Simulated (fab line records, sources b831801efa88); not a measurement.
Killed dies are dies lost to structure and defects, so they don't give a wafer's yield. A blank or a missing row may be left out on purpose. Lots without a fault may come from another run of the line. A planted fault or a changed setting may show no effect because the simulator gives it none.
Which tool did it? | flow sky130 | 11 lots, 33 wafers sampled, at 2 steps of a route of 708

WHAT THE GAUGES READ, wafer by wafer
SKY_CONTACT_CD_MEAS_14: target cd 170 nm. Usual: cd_nm 170.2 nm, standard deviation 1.6.
lot  | measured     | on        | cd_nm (nm)        | flag
L748 | day 31 14:28 | cd_sem-02 | 169.4 169.6 170.2 |
L749 | day 32 07:53 | cd_sem-02 | 171.7 172.0 172.5 |
L750 | day 32 14:25 | cd_sem-02 | 171.2 171.6 170.8 |
L751 | day 32 17:47 | cd_sem-01 | 169.5 169.2 170.5 |
L752 | day 33 00:07 | cd_sem-02 | 171.5 170.9 171.7 |
L753 | day 33 10:55 | cd_sem-02 | 169.0 170.5 169.7 |
L754 | day 33 15:49 | cd_sem-02 | 171.5 171.4 171.4 |
L755 | day 33 19:14 | cd_sem-01 | 168.5 169.6 168.7 |
L756 | day 33 23:50 | cd_sem-01 | 167.8 167.6 167.9 |
L757 | day 34 07:49 | cd_sem-01 | 166.5 166.9 168.3 |
L765 | day 36 23:20 | cd_sem-01 | 169.4 168.4 169.6 |

SKY_CONTACT_THK_MEAS_26: measures by xrf. Usual: CONTACT_W_THK 336 nm, standard deviation 5.8.
lot  | measured     | on            | CONTACT_W_THK (nm) | flag
L748 | day 31 15:39 | film_metro-03 | 338 333 338        |
L749 | day 32 09:02 | film_metro-03 | 336 342 335        |
L750 | day 32 15:35 | film_metro-02 | 336 330 338        |
L751 | day 32 19:05 | film_metro-01 | 340 343 338        |
L752 | day 33 01:20 | film_metro-01 | 330 337 336        |
L753 | day 33 12:06 | film_metro-02 | 330 327 330        |
L754 | day 33 16:58 | film_metro-03 | 340 345 340        |
L755 | day 33 20:25 | film_metro-02 | 328 331 328        |
L756 | day 34 01:00 | film_metro-01 | 337 339 341        |
L757 | day 34 08:58 | film_metro-02 | 332 329 331        |
L765 | day 37 00:31 | film_metro-01 | 340 340 343        |

WHICH TOOL RAN EACH LOT (tool, then ch and the chambers of the sampled wafers, then the start)
The record holds no process step before these readings.

WHAT THE TOOLS THEMSELVES READ (means of the sampled wafers that have a number; where no wafer has one, the mark that the record gives instead)
The record holds no such reading with a usual standard deviation.

THE ANSWER, worked out from the rows above alone
Rule: a lot is off if the mean of its wafers that have a number lies more than 3 standard deviations from the usual mean. A lot without any number at a reading at which 4 lots or more have one is off too. The other lots that the step has rows for count as sound. The gauges are gone through in route order, then the tools' own readings, and for those a lot's mean is taken as printed above. The first step at which some lot is off is used, and at that step the reading that is off furthest; a lot without a number counts as furthest.
No lot is off at any reading shown: from this, nothing can be told.

WHAT THE SIMULATOR HAD PUT IN
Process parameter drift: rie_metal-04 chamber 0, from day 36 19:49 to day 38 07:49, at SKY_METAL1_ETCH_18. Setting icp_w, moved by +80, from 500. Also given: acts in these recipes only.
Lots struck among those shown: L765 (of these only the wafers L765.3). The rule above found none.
